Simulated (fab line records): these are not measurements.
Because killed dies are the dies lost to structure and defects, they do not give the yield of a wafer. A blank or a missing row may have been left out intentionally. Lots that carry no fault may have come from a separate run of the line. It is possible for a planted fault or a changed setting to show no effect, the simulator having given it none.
fab line records    flow gf180mcu
record lots=12  wafers=36  lastDay=34
route steps=602 shown NWELL@51 M3@425 V4@497
lots untouched by any fault: they come from a run of this same line in which no faults occurred
startH: start of the lot's first displayed wafer, in hours after the record's first day    waitH: hours since the lot's step before    " the same as in the row above    L1.1+2: a single row standing in for several wafers    - either no value or no given start    * or withheld: withheld    < > ~ a bound
route shown NAME@n: NAME is a module with steps in the file, n the number in the route of the first one    usual: average and standard deviation across the fault-free wafers    same: alike in all rows    chamber/n: place in a boat    sites: readings site by site    _std_site: standard deviation of those values    _edge_site: the outer-site mean with the inner-site mean subtracted    radiusMm: how far each site lies from the wafer's centre    mask NAME#n: copy n    behind: the tool/chamber that last shaped the wafer    hold: why the lot was held/for how many hours/how that ended    device: transistor that didn't switch, given as n, p or np    end of line: at the end of the route, the tests of the same wafers    a step without rows: its recipe alone    killed: at the first sort, the dies lost to defects and structure; wafer yield is something else    map: a wafer's dies, marking killed ones x, the rest . and places with no die _
set.NAME: the setting as run; set.NAME@STEP: as run at that earlier step    model.NAME: the simulator's own value behind a step, which no gauge read
the route's steps for a sample of lots (tables are steps, rows are wafers)
services: a tool's chamber out of use, with start hour (startH, from the record's first day; less than 0 if before it), hours out, and reason
## steps
# step GF_NWELL_IMPLANT_09
# recipe species=P  energyKev=160  doseCm2=4e+12  tiltDeg=0
# usual beamOnS=9.99/0.21  doseIonsCm2=4e+12/4.6e+09  faradayCurrentUA=22.6/0.46
lot.wafer  tool          chamber  startH  waitH  beamOnS  doseIonsCm2  faradayCurrentUA
L315.1     implanter-03  0        61.03   0.1    10.16    3.997e+12    22.1
L315.2     "             0        "       "      9.95     3.996e+12    22.7
L315.3     "             0        "       "      10.10    4.002e+12    22.3
L316.2     implanter-03  0        65.60   0.1    10.21    4.002e+12    22.0
L316.4     "             0        "       "      9.88     3.99e+12     22.9
L316.6     "             0        "       "      9.86     4.002e+12    22.9
L317.1     implanter-01  0        72.57   0.1    10.35    3.999e+12    21.7
L317.4     "             0        "       "      10.56    3.998e+12    21.3
L317.5     "             0        "       "      9.95     4e+12        22.7
L318.1     implanter-01  0        77.38   0.1    9.73     3.999e+12    23.1
L318.3     "             0        "       "      9.91     3.999e+12    22.7
L318.4     "             0        "       "      10.18    3.993e+12    22.2
L321.3     implanter-02  0        94.77   0.1    10.10    4.001e+12    22.4
L321.4     "             0        "       "      10.12    4.002e+12    22.5
L321.6     "             0        "       "      9.55     4.002e+12    23.6
L322.1     implanter-02  0        97.98   0.1    10.03    3.999e+12    22.5
L322.3     "             0        "       "      10.61    3.994e+12    21.1
L322.5     "             0        "       "      9.84     3.998e+12    22.9
L323.2     implanter-01  0        107.21  0.1    10.00    3.457e+12    19.5
L323.3     "             0        "       "      9.54     3.464e+12    20.4
L323.5     "             0        "       "      9.89     3.463e+12    19.7
L324.3     implanter-01  0        111.12  0.1    10.02    3.459e+12    19.4
L324.5     "             0        "       "      10.08    3.462e+12    19.4
L324.6     "             0        "       "      10.03    3.47e+12     19.5
L327.4     implanter-02  0        127.26  0.1    9.86     4.004e+12    22.9
L327.5     "             0        "       "      9.81     4.008e+12    23.0
L327.6     "             0        "       "      10.20    4.004e+12    22.1
L328.2     implanter-03  0        131.41  0.1    9.85     4.004e+12    22.9
L328.4     "             0        "       "      9.88     4e+12        22.8
L328.5     "             0        "       "      10.07    3.999e+12    22.5
L332.1     implanter-02  0        154.47  0.1    9.69     3.992e+12    23.3
L332.4     "             0        "       "      9.85     3.994e+12    22.9
L332.6     "             0        "       "      10.05    3.999e+12    22.5
L337.1     implanter-01  0        181.07  0.1    9.89     3.996e+12    22.8
L337.3     "             0        "       "      10.07    4.002e+12    22.5
L337.4     "             0        "       "      9.95     4e+12        22.6
# step GF_VT_IMPLANT_RS_MEAS_47
# recipe thkMeasGauge=four-point-probe
# usual NWELL_RS=487.8/1.4
lot.wafer  tool          chamber  startH  waitH  NWELL_RS[ohm/sq]
L315.1     filmMetro-04  -        164.32  0.1    487.3
L315.2     "             -        "       "      486.7
L315.3     "             -        "       "      486.4
L316.2     filmMetro-03  -        171.09  0.1    486.5
L316.4     "             -        "       "      485.9
L316.6     "             -        "       "      486.6
L317.1     filmMetro-04  -        179.34  0.1    487.9
L317.4     "             -        "       "      487.6
L317.5     "             -        "       "      487.3
L318.1     filmMetro-03  -        184.27  0.1    485.9
L318.3     "             -        "       "      487.6
L318.4     "             -        "       "      486.5
L321.3     filmMetro-03  -        206.85  0.1    487.8
L321.4     "             -        "       "      488.9
L321.6     "             -        "       "      488.6
L322.1     filmMetro-01  -        209.65  0.1    487.2
L322.3     "             -        "       "      488.6
L322.5     "             -        "       "      487.2
L323.2     filmMetro-01  -        220.67  0.1    501.0
L323.3     "             -        "       "      498.8
L323.5     "             -        "       "      499.6
L324.3     filmMetro-03  -        225.94  0.1    496.5
L324.5     "             -        "       "      496.8
L324.6     "             -        "       "      495.7
L327.4     filmMetro-03  -        245.66  0.1    487.1
L327.5     "             -        "       "      487.7
L327.6     "             -        "       "      486.6
L328.2     filmMetro-03  -        249.77  0.1    489.7
L328.4     "             -        "       "      490.2
L328.5     "             -        "       "      489.9
L332.1     filmMetro-04  -        279.96  0.1    488.8
L332.4     "             -        "       "      490.5
L332.6     "             -        "       "      490.0
L337.1     filmMetro-04  -        311.30  0.1    489.1
L337.3     "             -        "       "      488.8
L337.4     "             -        "       "      490.5
# step GF_M3_METAL_ETCH_16
# recipe chemistry=Cl2/BCl3  maskMaterial=KrF  targetDepthNm=750.8  stopOn=SiO2  pressureMtorr=8  icpW=800  biasW=140  Cl2_flow_sccm=80  bcl3FlowSccm=40  timeS=125.1
# usual drypumpMotorCurrentA=5.8/0.47  heBacksideLeakSccm=3.27/0.19  oesProductAu=0.990/0.0054  throttleValvePct=28.229/0.0096
lot.wafer  tool         chamber  startH  waitH  drypumpMotorCurrentA  heBacksideLeakSccm  oesProductAu  rfHoursCounterH  throttleValvePct
L315.1     rieMetal-01  0        498.60  0.0    5.9                   3.21                0.992         8                28.224
L315.2     "            1        "       "      6.7                   3.31                0.996         10               28.220
L315.3     "            0        "       "      5.9                   3.06                0.984         -                28.233
L316.2     rieMetal-02  1        508.89  0.0    5.9                   3.37                0.986         11               28.237
L316.4     "            1        "       "      5.9                   3.38                0.992         -                28.216
L316.6     "            1        "       "      5.9                   3.39                0.995         -                28.230
L317.1     rieMetal-01  0        516.49  0.0    5.9                   3.10                1.005         8                28.230
L317.4     "            0        "       "      5.9                   3.03                0.996         -                28.231
L317.5     "            1        "       "      6.6                   3.34                0.987         -                28.216
L318.1     rieMetal-03  1        521.85  0.0    5.1                   3.05                0.988         3                28.219
L318.3     "            1        "       "      5.1                   3.19                0.994         -                28.214
L318.4     "            0        "       "      5.8                   3.71                0.991         -                28.222
L321.3     rieMetal-03  1        554.79  0.1    5.1                   3.03                0.992         -                28.232
L321.4     "            0        "       "      5.8                   3.39                0.991         -                28.231
L321.6     "            0        "       "      5.8                   3.47                0.985         -                28.222
L322.1     rieMetal-01  0        560.65  0.0    5.9                   3.23                0.986         9                28.208
L322.3     "            1        "       "      6.7                   3.30                0.992         -                28.220
L322.5     "            1        "       "      6.6                   3.28                0.995         -                28.216
L323.2     rieMetal-02  1        573.10  0.0    5.9                   3.33                0.989         13               28.241
L323.3     "            1        "       "      5.9                   3.16                0.986         -                28.211
L323.5     "            1        "       "      5.9                   3.23                0.991         -                28.222
L324.3     rieMetal-03  0        577.78  0.1    5.7                   3.34                0.987         -                28.233
L324.5     "            0        "       "      5.8                   3.46                0.989         -                28.235
L324.6     "            0        "       "      5.8                   3.58                0.983         -                28.228
L327.4     rieMetal-01  1        598.48  0.1    6.6                   3.26                0.989         -                28.252
L327.5     "            1        "       "      6.7                   3.32                0.992         -                28.243
L327.6     "            0        "       "      5.9                   3.24                0.993         -                28.234
L328.2     rieMetal-03  1        603.74  0.1    5.1                   2.96                0.990         -                28.229
L328.4     "            1        "       "      5.1                   3.52                0.990         -                28.245
L328.5     "            1        "       "      5.1                   3.35                0.992         -                28.232
L332.1     rieMetal-01  1        635.79  0.0    6.6                   3.22                0.998         13               28.222
L332.4     "            0        "       "      5.9                   3.09                0.990         -                28.224
L332.6     "            1        "       "      6.6                   3.27                0.988         -                28.226
L337.1     rieMetal-01  1        666.09  0.0    6.6                   3.44                1.005         14               28.234
L337.3     "            0        "       "      5.9                   2.99                0.990         -                28.232
L337.4     "            1        "       "      6.6                   3.46                0.988         -                28.228
# step GF_V4_SPUTTER_21
# recipe material=Ti  targetThkNm=15  chamberPressurePa=5  powerW=2500  substrateTempC=200  timeS=80.02
# usual substrateTempC=200.00/0.17  throttleValvePct=30.1/0.79
lot.wafer  tool           chamber  startH  waitH  substrateTempC  throttleValvePct
L315.1     pvdSputter-03  -        571.80  0.0    200.00          30.6
L315.2     "              -        "       "      199.81          30.2
L315.3     "              -        "       "      199.99          29.2
L316.2     pvdSputter-03  -        581.06  0.0    200.46          29.1
L316.4     "              -        "       "      200.27          28.9
L316.6     "              -        "       "      199.90          30.4
L317.1     pvdSputter-02  -        588.30  0.0    200.14          29.5
L317.4     "              -        "       "      200.02          29.2
L317.5     "              -        "       "      199.80          29.3
L318.1     pvdSputter-02  -        593.21  0.0    199.75          29.9
L318.3     "              -        "       "      199.55          30.8
L318.4     "              -        "       "      200.26          29.7
L321.3     pvdSputter-02  -        623.53  0.0    199.86          29.4
L321.4     "              -        "       "      200.08          30.1
L321.6     "              -        "       "      199.85          29.6
L322.1     pvdSputter-03  -        629.01  0.0    199.94          29.2
L322.3     "              -        "       "      199.94          30.5
L322.5     "              -        "       "      200.30          30.6
L323.2     pvdSputter-03  -        640.44  0.0    199.93          28.6
L323.3     "              -        "       "      200.08          30.9
L323.5     "              -        "       "      199.76          30.4
L324.3     pvdSputter-03  -        646.36  0.0    199.91          30.7
L324.5     "              -        "       "      199.92          30.9
L324.6     "              -        "       "      199.87          29.3
L327.4     pvdSputter-03  -        663.72  0.0    200.16          29.4
L327.5     "              -        "       "      200.03          30.8
L327.6     "              -        "       "      199.98          30.7
L328.2     pvdSputter-01  -        669.94  0.0    200.30          31.6
L328.4     "              -        "       "      199.98          30.1
L328.5     "              -        "       "      200.07          30.1
L332.1     pvdSputter-01  -        697.01  0.0    199.96          29.8
L332.4     "              -        "       "      200.22          31.5
L332.6     "              -        "       "      200.14          30.1
L337.1     pvdSputter-01  -        726.79  0.0    199.93          30.0
L337.3     "              -        "       "      199.91          30.0
L337.4     "              -        "       "      200.09          29.3
# step GF_V4_CVD_23
# recipe material=W  targetThkNm=350  timeS=104.9  tempC=400  pressureTorr=40
# usual heaterPowerW=867/42
lot.wafer  tool     chamber  startH  waitH  heaterPowerW
L315.1     cvdW-02  0        571.90  0.0    796
L315.2     "        0        "       "      773
L315.3     "        0        "       "      820
L316.2     cvdW-02  1        581.16  0.0    895
L316.4     "        1        "       "      913
L316.6     "        0        "       "      817
L317.1     cvdW-02  1        588.40  0.0    866
L317.4     "        1        "       "      887
L317.5     "        0        "       "      793
L318.1     cvdW-02  1        593.31  0.0    876
L318.3     "        1        "       "      888
L318.4     "        0        "       "      775
L321.3     cvdW-01  1        623.67  0.1    896
L321.4     "        0        "       "      861
L321.6     "        0        "       "      857
L322.1     cvdW-01  1        629.11  0.0    897
L322.3     "        1        "       "      891
L322.5     "        1        "       "      897
L323.2     cvdW-02  1        640.54  0.0    896
L323.3     "        0        "       "      836
L323.5     "        0        "       "      813
L324.3     cvdW-01  0        646.50  0.1    881
L324.5     "        1        "       "      898
L324.6     "        0        "       "      887
L327.4     cvdW-02  0        663.83  0.0    815
L327.5     "        0        "       "      797
L327.6     "        1        "       "      903
L328.2     cvdW-01  1        670.04  0.0    898
L328.4     "        0        "       "      891
L328.5     "        1        "       "      881
L332.1     cvdW-01  1        697.11  0.0    911
L332.4     "        0        "       "      863
L332.6     "        1        "       "      902
L337.1     cvdW-02  0        726.89  0.0    785
L337.3     "        0        "       "      822
L337.4     "        1        "       "      902
## services
tool           chamber  startH  hours  kind
pvdSputter-03  -        97.19   1.1    repair
cvdW-02        -        115.86  1.4    repair
cvdW-02        -        259.75  2.8    repair
rieMetal-01    0        264.14  4.8    repair
cvdW-02        -        270.02  6.0    pm
cvdW-02        0        282.84  7.7    repair
cvdW-02        -        306.85  0.6    repair
rieMetal-01    -        307.65  0.1    repair
cvdW-02        -        390.00  14.0   pm
cvdW-02        -        401.81  1.3    repair
rieMetal-01    0        402.87  2.7    repair
cvdW-02        1        454.92  5.4    repair
cvdW-02        0        464.86  2.6    repair
pvdSputter-03  -        509.71  2.5    repair
cvdW-02        -        528.86  2.1    repair
cvdW-02        1        571.36  2.0    repair
rieMetal-01    -        574.68  14.6   pm
pvdSputter-03  -        587.65  2.4    repair
cvdW-02        -        617.67  0.9    repair
cvdW-02        -        635.97  3.8    pm
rieMetal-01    1        644.84  7.2    repair
pvdSputter-03  -        664.54  1.5    repair
rieMetal-01    0        674.88  14.6   repair
cvdW-02        -        696.89  4.2    repair
## key
firstSign step=GF_NWELL_IMPLANT_09  reading=doseIonsCm2  direction=down  sigmas=99+  usual=4e+12  struck=3.462e+12
effect step=GF_NWELL_IMPLANT_09  reading=faradayCurrentUA  direction=down  sigmas=6.3  usual=22.6  struck=19.7
effect step=GF_VT_IMPLANT_RS_MEAS_47  reading=NWELL_RS  direction=up  sigmas=7.6  usual=487.8  struck=498.1
metAt GF_NWELL_IMPLANT_09
struckLots L323,L324
testerLeftOut L323,L324
notActingAt GF_M3_METAL_ETCH_16,GF_V4_SPUTTER_21,GF_V4_CVD_23
onsetBetween 77.38 107.21
fault kind=processParameterDrift  tool=implanter-01  chamber=-  onsetH=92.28  steps=GF_NWELL_IMPLANT_09  channel=doseCm2  offset=-5.4027e+11  shape=step  endH=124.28  actsIn=theseRecipesOnly  stated=4e+12
# testerLeftOut: of these lots the tester's yield and bins aren't shown, on N5 and GAA mostly nor the transistor test; their killed dies are dies lost to structure and defects alone, not to doping, threshold or leakage, so they don't give the yield
